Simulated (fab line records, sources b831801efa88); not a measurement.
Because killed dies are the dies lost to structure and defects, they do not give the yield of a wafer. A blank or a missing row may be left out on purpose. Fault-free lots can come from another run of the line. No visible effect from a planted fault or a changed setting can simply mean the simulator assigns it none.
The tool behind it: which one?	flow sfqLine	route of 325 steps, sampled at 1 step: 14 lots, 42 wafers

WHAT THE GAUGES READ, wafer by wafer
No reading from a measuring or inspecting step in the record can be judged against a usual standard deviation.

TOOL THAT RAN EACH LOT (tool first, then ch and the chambers of the sampled wafers, then the start)
lot	SFQ_TRILAYER_I2_VIA_LITHO_PEB_070
L801	lithoTrack-02 ch 0, day 35 06:03
L803	lithoTrack-01 ch 0, day 38 06:32
L805	lithoTrack-03 ch 0, day 39 03:13
L807	lithoTrack-03 ch 0, day 39 14:56
L808	lithoTrack-02 ch 0, day 40 00:30
L809	lithoTrack-03 ch 0, day 40 02:54
L810	lithoTrack-02 ch 0, day 40 07:44
L814	lithoTrack-03 ch 0, day 41 06:28
L817	lithoTrack-02 ch 0, day 43 00:47
L818	lithoTrack-03 ch 0, day 43 04:23
L819	lithoTrack-03, day 43 16:58
L820	lithoTrack-01, day 49 11:14
L823	lithoTrack-03 ch 0, day 50 08:28
L824	lithoTrack-03 ch 0, day 50 14:30
- SFQ_TRILAYER_I2_VIA_LITHO_PEB_070: peb time 60 s.

AS READ BY THE TOOLS THEMSELVES (means over the sampled wafers that have a number; for cases with no such wafer, the mark the record gives instead)
SFQ_TRILAYER_I2_VIA_LITHO_PEB_070.
lot	tool	chillPlateTempC (C)	exhaustPa (Pa)
L801	lithoTrack-02	23.06	45.6
L803	lithoTrack-01	23.01	45.1
L805	lithoTrack-03	22.99	44.9
L807	lithoTrack-03	22.90	43.3
L808	lithoTrack-02	22.98	44.4
L809	lithoTrack-03	23.10	44.5
L810	lithoTrack-02	23.05	43.9
L814	lithoTrack-03	23.04	45.7
L817	lithoTrack-02	23.08	45.2
L818	lithoTrack-03	22.83	46.3
L819	lithoTrack-03	-	-
L820	lithoTrack-01	-	-
L823	lithoTrack-03	23.02	43.3
L824	lithoTrack-03	23.06	44.1

THE ANSWER, worked out from the rows above alone
Rule: usual is defined by the lots themselves. The widest of any qualifying gaps counts: lots, ordered by their means at a reading, are off when they make up no more than a third of the lots, leave a main group of 4 or more, and stand apart from it by 3 or more times the standard deviation of that group's means. Not used: any main group whose means are identical at the precision the tables above print for the reading. A lot without any number at a reading at which 4 lots or more have one is off too. Where the step has rows for the other lots, those lots are counted as sound. First the gauges in route order, then the tools' own readings, where a lot's mean is used as printed above. The first step at which some lot is off is used, and at that step the reading that is off furthest; a lot without a number counts as furthest.
Off: L819, L820 (SFQ_TRILAYER_I2_VIA_LITHO_PEB_070, chillPlateTempC). Without a number there: L819, L820. Mean 23.01 C and standard deviation 0.074 in the main group.
If a tool, at that step or one of the process steps before it, ran each lot that is off and ran no sound lot following the first of them, it fits. None of those tried fits.

WHAT THE SIMULATOR HAD PUT IN
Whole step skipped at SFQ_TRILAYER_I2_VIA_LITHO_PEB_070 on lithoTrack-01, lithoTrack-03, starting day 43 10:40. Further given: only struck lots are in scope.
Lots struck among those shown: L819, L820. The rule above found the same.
